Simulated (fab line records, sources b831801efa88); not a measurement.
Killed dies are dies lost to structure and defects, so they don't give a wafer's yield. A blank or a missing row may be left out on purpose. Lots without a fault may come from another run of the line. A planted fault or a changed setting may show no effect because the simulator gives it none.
fab line records | flow sky130
record lots=5 wafers=15 last_day=49
route steps=708 shown METAL5@668 PASSIVATION@681 PAD_OPEN@694
lots that met no fault: from a run of the same line without faults
start_h: hours from the record's first day to the start of the lot's first wafer shown | wait_h: hours since the lot's step before | " the same as in the row above | L1.1+2: a row that stands for several wafers | - no value, or no start given | * or withheld: withheld | < > ~ a bound
route shown NAME@n: a module of which the file shows steps, and the number in the route of the first | usual: mean/standard deviation of fault-free wafers | same: alike in all rows | chamber/n: place in a boat | sites: the reading at each site | _std_site: their standard deviation | _edge_site: outer sites' mean less inner sites' | radius_mm: how far each site lies from the wafer's centre | mask NAME#n: copy n | behind: the tool/chamber that last shaped the wafer | hold: why the lot was held/for how many hours/how that ended | device: the transistor (n, p or np) that didn't switch | end of line: the same wafers' tests at the end of the route | a step without rows: its recipe alone | killed: dies lost to structure and defects at the first sort, not the wafer's yield | map: a wafer's dies, x killed, . not, _ none there
set.NAME: the setting as run; set.NAME@STEP: as run at that earlier step | model.NAME: the simulator's own value behind a step, which no gauge read
lots at some steps of the route; a table a step, a row a wafer
services: from which hour (start_h, from the record's first day; less than 0 if before it) a tool's chamber was out of use, for how many hours, and why
## steps
# step SKY_METAL5_DEHYDRATE_07
# recipe temp_c=200 time_s=60
# usual exhaust_pa=45.0/0.88
# columns lot.wafer tool chamber start_h wait_h exhaust_pa
L075.1 litho_track-04 0 1030.76 11.1 43.6
L075.2 " 0 " " 45.4
L075.5 " 0 " " 45.1
L082.2 litho_track-03 0 1072.52 10.1 45.9
L082.3 " 0 " " 45.8
L082.6 " 0 " " 46.5
L088.1 litho_track-04 0 1109.46 9.1 47.1
L088.5 " 0 " " 45.4
L088.6 " 0 " " 46.3
L092.2 litho_track-03 0 1129.18 9.1 43.3
L092.3 " 0 " " 45.4
L092.4 " 0 " " 45.1
L093.1 litho_track-04 0 1135.36 9.1 45.2
L093.3 " 0 " " 44.9
L093.4 " 0 " " 46.1
# step SKY_METAL5_HMDS_08
# recipe prime_time_s=60 prime_temp_c=120
# usual exhaust_pa=45.1/0.83
# columns lot.wafer tool chamber start_h wait_h exhaust_pa
L075.1 litho_track-04 0 1030.91 0.1 46.7
L075.2 " 0 " " 45.0
L075.5 " 0 " " 45.4
L082.2 litho_track-03 0 1072.67 0.1 45.6
L082.3 " 0 " " 45.3
L082.6 " 0 " " 45.7
L088.1 litho_track-04 0 1109.61 0.1 45.6
L088.5 " 0 " " 45.5
L088.6 " 0 " " 45.0
L092.2 litho_track-03 0 1129.33 0.1 44.1
L092.3 " 0 " " 44.8
L092.4 " 0 " " 44.5
L093.1 litho_track-04 0 1135.51 0.1 44.2
L093.3 " 0 " " 45.2
L093.4 " 0 " " 43.4
# step SKY_METAL5_COAT_09
# recipe resist=NOVOLAK spin_rpm=3000 resist_thk_nm=1800
# usual exhaust_pa=44.9/0.89
# columns lot.wafer tool chamber start_h wait_h exhaust_pa
L075.1 litho_track-04 0 1031.06 0.1 45.9
L075.2 " 0 " " 44.1
L075.5 " 0 " " 45.3
L082.2 litho_track-03 0 1072.82 0.1 45.4
L082.3 " 0 " " 45.0
L082.6 " 0 " " 45.5
L088.1 litho_track-04 0 1109.76 0.1 46.2
L088.5 " 0 " " 43.8
L088.6 " 0 " " 45.7
L092.2 litho_track-03 0 1129.48 0.1 45.2
L092.3 " 0 " " 45.9
L092.4 " 0 " " 44.5
L093.1 litho_track-04 0 1135.66 0.1 44.1
L093.3 " 0 " " 43.4
L093.4 " 0 " " 44.4
# step SKY_METAL5_SOFTBAKE_10
# recipe temp_c=90 time_s=60 resist=NOVOLAK
# usual exhaust_pa=45.0/0.85
# columns lot.wafer tool chamber start_h wait_h exhaust_pa
L075.1 litho_track-04 0 1031.21 0.1 44.4
L075.2 " 0 " " 44.3
L075.5 " 0 " " 44.0
L082.2 litho_track-03 0 1072.97 0.1 45.1
L082.3 " 0 " " 46.3
L082.6 " 0 " " 45.7
L088.1 litho_track-04 0 1109.91 0.1 44.5
L088.5 " 0 " " 45.3
L088.6 " 0 " " 44.5
L092.2 litho_track-03 0 1129.63 0.1 45.4
L092.3 " 0 " " 44.6
L092.4 " 0 " " 43.4
L093.1 litho_track-04 0 1135.81 0.1 43.9
L093.3 " 0 " " 45.2
L093.4 " 0 " " 44.8
# step SKY_METAL5_EXPOSE_11
# recipe mask_id=MM5 na=0.6 source_shape=conventional sigma_outer=0.6 polarization=unpolarized target_cd_nm=1600 dose_mj=190
# same na=0.6
# columns lot.wafer tool chamber start_h wait_h mask
L075.1+2+5 iline_stepper-01 0 - - MM5#0
L082.2+3+6 iline_stepper-01 0 - - MM5#0
L088.1+5+6 iline_stepper-01 0 - - MM5#0
L092.2+3+4 iline_stepper-02 0 - - MM5#0
L093.1+3+4 iline_stepper-01 0 - - MM5#0
# step SKY_METAL5_PEB_12
# recipe temp_c=withheld time_s=* resist=NOVOLAK
# usual exhaust_pa=45.2/0.88
# columns lot.wafer tool chamber start_h wait_h exhaust_pa
L075.1 litho_track-04 0 - - 44.1
L075.2 " 0 " " 44.5
L075.5 " 0 " " 45.8
L082.2 litho_track-02 0 - - 45.8
L082.3 " 0 " " 44.9
L082.6 " 0 " " 44.6
L088.1 litho_track-04 0 - - 44.3
L088.5 " 0 " " 45.6
L088.6 " 0 " " 44.2
L092.2 litho_track-03 0 - - 44.0
L092.3 " 0 " " 45.2
L092.4 " 0 " " 45.4
L093.1 litho_track-04 0 - - 45.6
L093.3 " 0 " " 45.3
L093.4 " 0 " " 47.2
# step SKY_METAL5_DEVELOP_13
# recipe resist=NOVOLAK developer=TMAH develop_time_s=60 dev_temp_c=23
# usual exhaust_pa=45.1/0.97
# columns lot.wafer tool chamber start_h wait_h exhaust_pa
L075.1 litho_track-04 0 1042.21 0.1 46.3
L075.2 " 0 " " 45.9
L075.5 " 0 " " 48.4
L082.2 litho_track-02 0 1083.81 0.1 44.9
L082.3 " 0 " " 44.0
L082.6 " 0 " " 44.7
L088.1 litho_track-04 0 1119.61 0.1 45.0
L088.5 " 0 " " 45.4
L088.6 " 0 " " 45.1
L092.2 litho_track-03 0 1139.03 0.1 44.0
L092.3 " 0 " " 44.7
L092.4 " 0 " " 45.2
L093.1 litho_track-04 0 1144.96 0.1 46.1
L093.3 " 0 " " 45.7
L093.4 " 0 " " 44.3
# step SKY_METAL5_DESCUM_14
# recipe chemistry=O2 source_power_w=150 bias_power_w=0 pressure_mtorr=10 temp_c=40 time_s=11
# usual drypump_motor_current_A=6.0/0.58 oes_product_au=0.998/0.011
# columns lot.wafer tool chamber start_h wait_h drypump_motor_current_A oes_product_au rf_hours_counter_h
L075.1 rie_metal-03 0 1042.36 0.1 6.1 0.987 20
L075.2 " 1 " " 5.8 0.994 5
L075.5 " 0 " " 6.1 0.986 -
L082.2 rie_metal-04 1 1083.94 0.1 5.0 0.992 10
L082.3 " 0 " " 6.3 1.009 -
L082.6 " 0 " " 6.3 1.006 -
L088.1 rie_metal-03 0 1119.76 0.1 6.1 0.984 26
L088.5 " 0 " " 6.1 0.993 -
L088.6 " 1 " " 5.8 0.997 -
L092.2 rie_metal-03 1 1139.15 0.1 5.8 0.986 13
L092.3 " 0 " " 6.1 1.002 -
L092.4 " 1 " " 5.8 0.987 -
L093.1 rie_metal-03 1 1145.11 0.1 5.8 1.001 14
L093.3 " 1 " " 5.8 1.004 -
L093.4 " 0 " " 6.1 1.011 -
# step SKY_METAL5_METAL_ETCH_15
# recipe target_depth_a=12600 stop_on=SiO2 over_etch_frac=0.2 time_s=252 chemistry=Cl2/BCl3 resist_sidewall_deg=86 pressure_mtorr=10 icp_w=900 bias_w=48.5 Cl2_flow_sccm=60 bcl3_flow_sccm=30
# usual drypump_motor_current_A=6.0/0.59 oes_product_au=0.894/0.0051 throttle_valve_pct=22.264/0.0084
# columns lot.wafer tool chamber start_h wait_h drypump_motor_current_A oes_product_au rf_hours_counter_h throttle_valve_pct
L075.1 rie_metal-03 0 1042.39 0.0 6.1 0.903 20 22.261
L075.2 " 1 " " 5.8 0.895 5 22.266
L075.5 " 0 " " 6.1 0.897 - 22.261
L082.2 rie_metal-04 1 1083.97 0.0 5.1 0.883 10 22.257
L082.3 " 0 " " 6.3 0.889 - 22.252
L082.6 " 0 " " 6.3 0.896 - 22.257
L088.1 rie_metal-03 0 1119.79 0.0 6.1 0.885 26 22.286
L088.5 " 0 " " 6.1 0.901 - 22.261
L088.6 " 1 " " 5.8 0.896 - 22.257
L092.2 rie_metal-03 1 1139.18 0.0 5.8 0.895 13 22.266
L092.3 " 0 " " 6.1 0.895 - 22.260
L092.4 " 1 " " 5.8 0.901 - 22.268
L093.1 rie_metal-03 1 1145.14 0.0 5.8 0.899 14 22.256
L093.3 " 1 " " 5.8 0.896 - 22.259
L093.4 " 0 " " 6.1 0.893 - 22.275
# step SKY_METAL5_STRIP_16
# recipe chemistry=O2/N2 power_w=1400 pressure_mtorr=1500 platen_temp_c=withheld o2_flow_sccm=3000 n2_flow_sccm=300 overash_fraction=0.5
# usual drypump_motor_current_A=5.80/0.24 n2_flow_sccm=299.8/0.83 oes_product_au=0.711/0.0039 strip_time_to_endpoint_s=13.09/0.12
# columns lot.wafer tool chamber start_h wait_h drypump_motor_current_A n2_flow_sccm oes_product_au rf_hours_counter_h strip_time_to_endpoint_s
L075.1 plasma_asher-03 1 1042.63 0.2 5.31 299.9 0.712 29 13.19
L075.2 " 0 " " 6.05 299.3 0.707 29 13.13
L075.5 " 0 " " 6.08 298.2 0.712 - 13.17
L082.2 plasma_asher-04 0 1084.21 0.2 5.74 299.0 0.710 1 13.06
L082.3 " 1 " " 6.06 301.0 0.708 - 12.90
L082.6 " 1 " " 6.04 301.0 0.715 - 12.96
L088.1 plasma_asher-02 0 1120.03 0.2 5.83 299.1 0.709 99 13.14
L088.5 " 0 " " 5.82 299.8 0.711 - 13.14
L088.6 " 1 " " 5.73 300.5 0.717 - 13.09
L092.2 plasma_asher-02 1 1139.42 0.2 5.72 298.8 0.713 101 12.97
L092.3 " 1 " " 5.74 299.5 0.714 - 13.03
L092.4 " 0 " " 5.84 300.3 0.705 - 13.11
L093.1 plasma_asher-04 1 1145.38 0.2 6.07 299.4 0.709 7 13.18
L093.3 " 1 " " 6.11 300.5 0.707 - 13.21
L093.4 " 0 " " 5.73 299.7 0.709 - 13.00
# step SKY_METAL5_STRIP_17
# recipe chemistry=post_etch_residue_remover time_s=1200 temp_c=72.5
# usual bath_heat_duty_pct=14.8/1.3
# columns lot.wafer tool chamber start_h wait_h bath_heat_duty_pct
L075.1 wet_bench-01 2 1042.73 0.1 16.1
L075.2 " 2 " " 16.1
L075.5 " 2 " " 15.5
L082.2 wet_bench-04 3 1084.31 0.1 15.1
L082.3 " 3 " " 15.6
L082.6 " 3 " " 16.3
L088.1 wet_bench-01 0 1120.13 0.1 16.5
L088.5 " 0 " " 14.2
L088.6 " 0 " " 15.4
L092.2 wet_bench-04 0 1139.52 0.1 13.0
L092.3 " 0 " " 13.0
L092.4 " 0 " " 13.3
L093.1 wet_bench-02 2 1145.48 0.1 14.3
L093.3 " 2 " " 12.9
L093.4 " 2 " " 14.0
# step SKY_METAL5_CLEAN_18
# recipe chemistry=IPA time_s=180 temp_c=25
# usual bath_heat_duty_pct=6.6/0.74
# columns lot.wafer tool chamber start_h wait_h bath_heat_duty_pct
L075.1 wet_bench-01 3 1043.07 0.0 7.3
L075.2 " 3 " " 7.4
L075.5 " 3 " " 6.8
L082.2 wet_bench-01 1 1084.68 0.0 7.6
L082.3 " 1 " " 6.9
L082.6 " 1 " " 6.7
L088.1 wet_bench-01 3 1120.47 0.0 6.5
L088.5 " 3 " " 6.5
L088.6 " 3 " " 7.1
L092.2 wet_bench-02 3 1139.93 0.0 6.1
L092.3 " 3 " " 5.8
L092.4 " 3 " " 7.0
L093.1 wet_bench-01 0 1145.89 0.0 6.2
L093.3 " 0 " " 7.3
L093.4 " 0 " " 6.4
# step SKY_METAL5_CLEAN_19
# recipe chemistry=O3/DIW dry=n2_spin
# columns lot.wafer tool chamber start_h wait_h
L075.1+2+5 wet_bench-02 1 1043.13 0.0
L082.2+3+6 wet_bench-04 3 1084.74 0.0
L088.1+5+6 wet_bench-01 3 1120.53 0.0
L092.2+3+4 wet_bench-01 0 1139.98 0.0
L093.1+3+4 wet_bench-02 1 1145.94 0.0
# step SKY_PASSIVATION_CVD_00
# recipe material=SiO2 target_thk_nm=90 temp_c=400 time_s=withheld rf_w=600
# usual heater_power_w=689/110
# columns lot.wafer tool chamber start_h wait_h heater_power_w
L075.1 pecvd-01 2 1043.23 0.0 600
L075.2 " 0 " " 907
L075.5 " 0 " " 903
L082.2 pecvd-03 0 1084.84 0.0 834
L082.3 " 2 " " 595
L082.6 " 0 " " 844
L088.1 pecvd-01 2 1120.62 0.0 682
L088.5 " 1 " " 519
L088.6 " 0 " " 903
L092.2 pecvd-03 0 1140.08 0.0 843
L092.3 " 1 " " 636
L092.4 " 1 " " 647
L093.1 pecvd-01 2 1146.05 0.0 655
L093.3 " 1 " " 598
L093.4 " 0 " " 780
# step SKY_PASSIVATION_THK_MEAS_01
# recipe reads=SiO2_of_PASSIVATION_CVD_00
# usual PASSIVATION_CVD_00_THK=90.1/1.2
# columns lot.wafer tool chamber start_h wait_h PASSIVATION_CVD_00_THK[nm]
L075.1 film_metro-04 - 1043.25 - 89.9
L075.2 " - " " 88.7
L075.5 " - " " 89.7
L082.2 film_metro-03 - 1084.87 - 91.0
L082.3 " - " " 89.8
L082.6 " - " " 92.6
L088.1 film_metro-04 - 1120.64 - 90.5
L088.5 " - " " 90.0
L088.6 " - " " 91.2
L092.2 film_metro-04 - 1140.12 - 89.3
L092.3 " - " " 88.1
L092.4 " - " " 90.3
L093.1 film_metro-03 - 1146.07 - 90.4
L093.3 " - " " 89.8
L093.4 " - " " 89.9
# step SKY_PASSIVATION_CVD_02
# recipe material=Si3N4 target_thk_nm=540 temp_c=400 time_s=withheld rf_w=450
# usual heater_power_w=722/100
# columns lot.wafer tool chamber start_h wait_h heater_power_w
L075.1 pecvd-04 0 1043.31 0.1 651
L075.2 " 2 " " 766
L075.5 " 2 " " 799
L082.2 pecvd-04 1 1084.92 0.0 814
L082.3 " 1 " " 849
L082.6 " 0 " " 642
L088.1 pecvd-04 2 1120.70 0.1 760
L088.5 " 0 " " 661
L088.6 " 1 " " 850
L092.2 pecvd-01 2 1140.17 0.0 755
L092.3 " 1 " " 680
L092.4 " 1 " " 555
L093.1 pecvd-04 2 1146.13 0.1 847
L093.3 " 2 " " 691
L093.4 " 0 " " 664
# step SKY_PASSIVATION_THK_MEAS_03
# recipe reads=Si3N4_of_PASSIVATION_CVD_02
# usual PASSIVATION_CVD_02_THK=540/6.9
# columns lot.wafer tool chamber start_h wait_h PASSIVATION_CVD_02_THK[nm]
L075.1 film_metro-04 - 1043.54 - 530
L075.2 " - " " 547
L075.5 " - " " 544
L082.2 film_metro-01 - 1085.27 - 538
L082.3 " - " " 541
L082.6 " - " " 546
L088.1 film_metro-03 - 1120.93 - 543
L088.5 " - " " 549
L088.6 " - " " 545
L092.2 film_metro-01 - 1140.40 - 539
L092.3 " - " " 547
L092.4 " - " " 541
L093.1 film_metro-04 - 1146.47 - 544
L093.3 " - " " 551
L093.4 " - " " 542
# step SKY_PASSIVATION_DEHYDRATE_04
# recipe temp_c=200 time_s=60
# usual exhaust_pa=45.0/0.89
# columns lot.wafer tool chamber start_h wait_h exhaust_pa
L075.1 litho_track-02 0 1054.44 10.9 46.0
L075.2 " 0 " " 45.3
L075.5 " 0 " " 47.3
L082.2 litho_track-04 0 1094.98 9.7 44.9
L082.3 " 0 " " 46.9
L082.6 " 0 " " 44.3
L088.1 litho_track-04 0 1129.61 8.7 45.1
L088.5 " 0 " " 45.6
L088.6 " 0 " " 45.4
L092.2 litho_track-04 0 1149.09 8.7 45.0
L092.3 " 0 " " 47.2
L092.4 " 0 " " 46.2
L093.1 litho_track-02 0 1154.54 8.1 45.7
L093.3 " 0 " " 45.1
L093.4 " 0 " " 45.4
# step SKY_PASSIVATION_HMDS_05
# recipe prime_time_s=60 prime_temp_c=120
# usual exhaust_pa=44.9/0.87
# columns lot.wafer tool chamber start_h wait_h exhaust_pa
L075.1 litho_track-02 0 1054.59 0.1 46.2
L075.2 " 0 " " 45.2
L075.5 " 0 " " 45.5
L082.2 litho_track-04 0 1095.13 0.1 43.8
L082.3 " 0 " " 45.5
L082.6 " 0 " " 43.4
L088.1 litho_track-04 0 1129.76 0.1 45.2
L088.5 " 0 " " 45.1
L088.6 " 0 " " 44.7
L092.2 litho_track-04 0 1149.24 0.1 43.6
L092.3 " 0 " " 45.8
L092.4 " 0 " " 44.5
L093.1 litho_track-02 0 1154.69 0.1 44.5
L093.3 " 0 " " 43.6
L093.4 " 0 " " 43.8
# step SKY_PASSIVATION_COAT_06
# recipe spin_rpm=2000 resist_thk_nm=3000
# usual exhaust_pa=44.9/0.87
# columns lot.wafer tool chamber start_h wait_h exhaust_pa
L075.1 litho_track-02 0 1054.74 0.1 44.2
L075.2 " 0 " " 44.2
L075.5 " 0 " " 44.1
L082.2 litho_track-04 0 1095.28 0.1 45.0
L082.3 " 0 " " 44.5
L082.6 " 0 " " 45.7
L088.1 litho_track-04 0 1129.91 0.1 43.2
L088.5 " 0 " " 44.9
L088.6 " 0 " " 45.3
L092.2 litho_track-04 0 1149.39 0.1 45.8
L092.3 " 0 " " 44.3
L092.4 " 0 " " 45.5
L093.1 litho_track-02 0 1154.84 0.1 43.9
L093.3 " 0 " " 42.8
L093.4 " 0 " " 43.3
# step SKY_PASSIVATION_SOFTBAKE_07
# recipe temp_c=110 time_s=withheld
# usual exhaust_pa=45.1/0.89
# columns lot.wafer tool chamber start_h wait_h exhaust_pa
L075.1 litho_track-02 0 1054.89 0.1 45.4
L075.2 " 0 " " 46.3
L075.5 " 0 " " 44.7
L082.2 litho_track-04 0 1095.44 0.1 44.4
L082.3 " 0 " " 44.5
L082.6 " 0 " " 44.0
L088.1 litho_track-04 0 1130.06 0.1 46.3
L088.5 " 0 " " 46.0
L088.6 " 0 " " 45.4
L092.2 litho_track-04 0 1149.54 0.1 45.5
L092.3 " 0 " " 45.7
L092.4 " 0 " " 44.0
L093.1 litho_track-02 0 1154.99 0.1 45.1
L093.3 " 0 " " 44.4
L093.4 " 0 " " 45.6
# step SKY_PASSIVATION_EXPOSE_08
# recipe mask_id=NSM target_cd_nm=3000 na=0.57 dose_mj=260
# same na=0.57
# columns lot.wafer tool chamber start_h wait_h mask
L075.1+2+5 iline_stepper-02 0 - - NSM#0
L082.2+3+6 iline_stepper-02 0 - - NSM#0
L088.1+5+6 iline_stepper-01 0 - - NSM#0
L092.2+3+4 iline_stepper-02 0 - - NSM#0
L093.1+3+4 iline_stepper-02 0 - - NSM#0
# step SKY_PASSIVATION_PEB_09
# recipe temp_c=115 time_s=withheld
# usual exhaust_pa=45.0/0.87
# columns lot.wafer tool chamber start_h wait_h exhaust_pa
L075.1 litho_track-02 0 - - 44.8
L075.2 " 0 " " 43.8
L075.5 " 0 " " 44.2
L082.2 litho_track-01 0 - - 45.6
L082.3 " 0 " " 44.5
L082.6 " 0 " " 44.4
L088.1 litho_track-02 0 - - 45.7
L088.5 " 0 " " 46.0
L088.6 " 0 " " 45.7
L092.2 litho_track-02 0 - - 44.4
L092.3 " 0 " " 45.0
L092.4 " 0 " " 46.6
L093.1 litho_track-04 0 - - 44.5
L093.3 " 0 " " 44.3
L093.4 " 0 " " 46.8
# step SKY_PASSIVATION_DEVELOP_10
# recipe develop_time_s=60 dev_temp_c=23
# usual exhaust_pa=45.2/0.87
# columns lot.wafer tool chamber start_h wait_h exhaust_pa
L075.1 litho_track-02 0 - - 46.3
L075.2 " 0 " " 46.0
L075.5 " 0 " " 45.6
L082.2 litho_track-01 0 - - 44.7
L082.3 " 0 " " 44.5
L082.6 " 0 " " 43.4
L088.1 litho_track-02 0 - - 46.2
L088.5 " 0 " " 45.5
L088.6 " 0 " " 44.4
L092.2 litho_track-02 0 - - 47.0
L092.3 " 0 " " 45.5
L092.4 " 0 " " 46.4
L093.1 litho_track-04 0 - - 44.8
L093.3 " 0 " " 44.9
L093.4 " 0 " " 44.1
# step SKY_PASSIVATION_ETCH_11
# recipe chemistry=CF4/O2 target_depth_nm=725 stop_on=AlCu source_w=800 bias_w=150 pressure_mtorr=150 cf4_flow_sccm=80 O2_flow_sccm=10 time_s=161.1
# usual O2_flow_sccm=9.996/0.028 drypump_motor_current_A=5.8/0.4 oes_product_au=0.977/0.0076 throttle_valve_pct=5.964/0.0092
# columns lot.wafer tool chamber start_h wait_h O2_flow_sccm drypump_motor_current_A oes_product_au rf_hours_counter_h throttle_valve_pct
L075.1 rie_diel-04 1 1066.09 - 10.026 6.4 0.963 13 5.956
L075.2 " 2 " " 10.026 5.7 0.989 20 5.959
L075.5 " 2 " " 10.033 5.7 0.988 - 5.967
L082.2 rie_diel-03 1 1104.94 - 9.997 5.2 0.981 22 5.957
L082.3 " 0 " " 10.034 6.4 0.983 27 5.956
L082.6 " 3 " " 10.031 5.7 0.991 - 5.962
L088.1 rie_diel-04 0 1139.24 - 9.975 6.4 0.978 19 5.964
L088.5 " 0 " " 10.002 6.3 0.975 - 5.968
L088.6 " 2 " " 9.968 5.7 0.983 - 5.980
L092.2 rie_diel-01 0 1158.24 - 9.976 5.9 0.976 16 5.972
L092.3 " 1 " " 9.978 5.4 0.977 16 5.951
L092.4 " 3 " " 10.001 5.9 0.981 18 5.962
L093.1 rie_diel-04 3 1163.76 - 9.962 5.3 0.981 17 5.956
L093.3 " 0 " " 10.012 6.3 0.979 20 5.956
L093.4 " 2 " " 10.058 5.7 0.980 23 5.953
# step SKY_PASSIVATION_STRIP_12
# recipe chemistry=O2/N2 power_w=1400 pressure_mtorr=1500 platen_temp_c=withheld overash_fraction=0.7 o2_flow_sccm=3000 n2_flow_sccm=300
# usual drypump_motor_current_A=5.84/0.29 n2_flow_sccm=299.9/0.81 oes_product_au=0.661/0.0045 strip_time_to_endpoint_s=31.49/0.14
# columns lot.wafer tool chamber start_h wait_h drypump_motor_current_A n2_flow_sccm oes_product_au rf_hours_counter_h strip_time_to_endpoint_s
L075.1 plasma_asher-03 1 1066.19 0.1 5.33 300.9 0.664 31 31.27
L075.2 " 0 " " 6.10 298.4 0.662 31 31.29
L075.5 " 0 " " 6.08 298.8 0.659 - 31.19
L082.2 plasma_asher-02 0 1105.05 0.1 5.84 300.1 0.666 98 31.47
L082.3 " 1 " " 5.73 299.8 0.656 - 31.43
L082.6 " 0 " " 5.83 299.5 0.658 - 31.52
L088.1 plasma_asher-03 1 1139.40 0.1 5.32 298.6 0.657 38 31.30
L088.5 " 0 " " 6.08 299.1 0.660 - 31.42
L088.6 " 1 " " 5.31 300.4 0.658 - 31.14
L092.2 plasma_asher-03 1 1158.34 0.1 5.32 299.1 0.657 40 31.57
L092.3 " 0 " " 6.08 299.0 0.660 - 31.57
L092.4 " 1 " " 5.30 299.8 0.656 - 31.46
L093.1 plasma_asher-01 1 1163.87 0.1 6.19 300.2 0.663 74 31.63
L093.3 " 0 " " 5.92 298.3 0.659 - 31.73
L093.4 " 1 " " 6.20 299.0 0.667 - 31.52
# step SKY_PAD_OPEN_DEHYDRATE_00
# recipe temp_c=200 time_s=60
# usual exhaust_pa=45.2/0.83
# columns lot.wafer tool chamber start_h wait_h exhaust_pa
L075.1 litho_track-04 0 1076.51 10.3 46.0
L075.2 " 0 " " 45.1
L075.5 " 0 " " 46.0
L082.2 litho_track-01 0 1114.57 9.5 45.9
L082.3 " 0 " " 47.6
L082.6 " 0 " " 45.8
L088.1 litho_track-04 0 1147.76 8.3 46.1
L088.5 " 0 " " 45.3
L088.6 " 0 " " 44.3
L092.2 litho_track-04 0 1166.54 8.2 43.5
L092.3 " 0 " " 45.2
L092.4 " 0 " " 46.2
L093.1 litho_track-03 0 1172.00 8.1 45.8
L093.3 " 0 " " 44.5
L093.4 " 0 " " 45.8
# step SKY_PAD_OPEN_HMDS_01
# recipe prime_time_s=60 prime_temp_c=120
# usual exhaust_pa=45.0/0.94
# columns lot.wafer tool chamber start_h wait_h exhaust_pa
L075.1 litho_track-04 0 1076.66 0.1 46.0
L075.2 " 0 " " 44.8
L075.5 " 0 " " 44.0
L082.2 litho_track-01 0 1114.72 0.1 44.6
L082.3 " 0 " " 43.9
L082.6 " 0 " " 44.8
L088.1 litho_track-04 0 1147.91 0.1 45.1
L088.5 " 0 " " 43.8
L088.6 " 0 " " 44.8
L092.2 litho_track-04 0 1166.69 0.1 45.9
L092.3 " 0 " " 44.6
L092.4 " 0 " " 43.4
L093.1 litho_track-03 0 1172.15 0.1 45.7
L093.3 " 0 " " 45.4
L093.4 " 0 " " 47.1
# step SKY_PAD_OPEN_COAT_02
# recipe spin_rpm=2000 resist_thk_nm=3000
# usual exhaust_pa=45.0/0.8
# columns lot.wafer tool chamber start_h wait_h exhaust_pa
L075.1 litho_track-04 0 1076.81 0.1 46.6
L075.2 " 0 " " 46.1
L075.5 " 0 " " 44.9
L082.2 litho_track-01 0 1114.87 0.1 44.7
L082.3 " 0 " " 44.6
L082.6 " 0 " " 44.7
L088.1 litho_track-04 0 1148.06 0.1 44.7
L088.5 " 0 " " 45.6
L088.6 " 0 " " 45.4
L092.2 litho_track-04 0 1166.84 0.1 45.2
L092.3 " 0 " " 44.6
L092.4 " 0 " " 46.1
L093.1 litho_track-03 0 1172.30 0.1 45.3
L093.3 " 0 " " 44.0
L093.4 " 0 " " 44.8
# step SKY_PAD_OPEN_SOFTBAKE_03
# recipe temp_c=110 time_s=withheld
# usual exhaust_pa=44.7/0.8
# columns lot.wafer tool chamber start_h wait_h exhaust_pa
L075.1 litho_track-04 0 1076.96 0.1 44.5
L075.2 " 0 " " 45.3
L075.5 " 0 " " 44.8
L082.2 litho_track-01 0 1115.02 0.1 45.7
L082.3 " 0 " " 45.4
L082.6 " 0 " " 43.8
L088.1 litho_track-04 0 1148.21 0.1 43.4
L088.5 " 0 " " 43.8
L088.6 " 0 " " 44.4
L092.2 litho_track-04 0 1166.99 0.1 43.7
L092.3 " 0 " " 44.7
L092.4 " 0 " " 43.1
L093.1 litho_track-03 0 1172.45 0.1 45.0
L093.3 " 0 " " 44.0
L093.4 " 0 " " 44.6
# step SKY_PAD_OPEN_EXPOSE_04
# recipe mask_id=PDM target_cd_nm=60000 na=0.57 dose_mj=260
# same na=0.57
# columns lot.wafer tool chamber start_h wait_h mask
L075.1+2+5 iline_stepper-01 0 - - PDM#0
L082.2+3+6 iline_stepper-02 0 - - PDM#0
L088.1+5+6 iline_stepper-02 0 - - PDM#0
L092.2+3+4 iline_stepper-01 0 - - PDM#0
L093.1+3+4 iline_stepper-01 0 - - PDM#0
## services
# columns tool chamber start_h hours kind
pecvd-03 2 1009.57 4.3 repair
pecvd-04 - 1010.79 2.8 pm
rie_diel-03 - 1019.74 0.2 repair
rie_diel-01 - 1028.57 14.6 pm
rie_metal-04 - 1036.59 3.5 repair
pecvd-03 0 1042.59 13.5 repair
pecvd-01 2 1045.85 13.7 repair
rie_diel-04 0 1053.76 2.7 repair
plasma_asher-04 - 1055.25 9.0 pm
rie_diel-01 2 1056.26 1.8 repair
rie_diel-03 3 1056.73 11.2 repair
plasma_asher-04 - 1079.26 4.6 repair
rie_diel-04 - 1091.89 1.8 repair
rie_diel-04 3 1096.90 9.2 repair
pecvd-01 - 1101.85 0.8 repair
pecvd-04 - 1109.09 6.0 pm
pecvd-01 2 1116.59 2.3 repair
rie_diel-04 3 1116.70 10.8 repair
rie_diel-04 3 1131.17 11.4 repair
plasma_asher-04 - 1137.00 2.8 pm
rie_diel-04 1 1137.17 5.8 repair
iline_stepper-01 - 1138.62 8.9 pm
iline_stepper-01 - 1147.51 1.7 pm
pecvd-03 - 1158.33 6.0 pm
## key
fault none
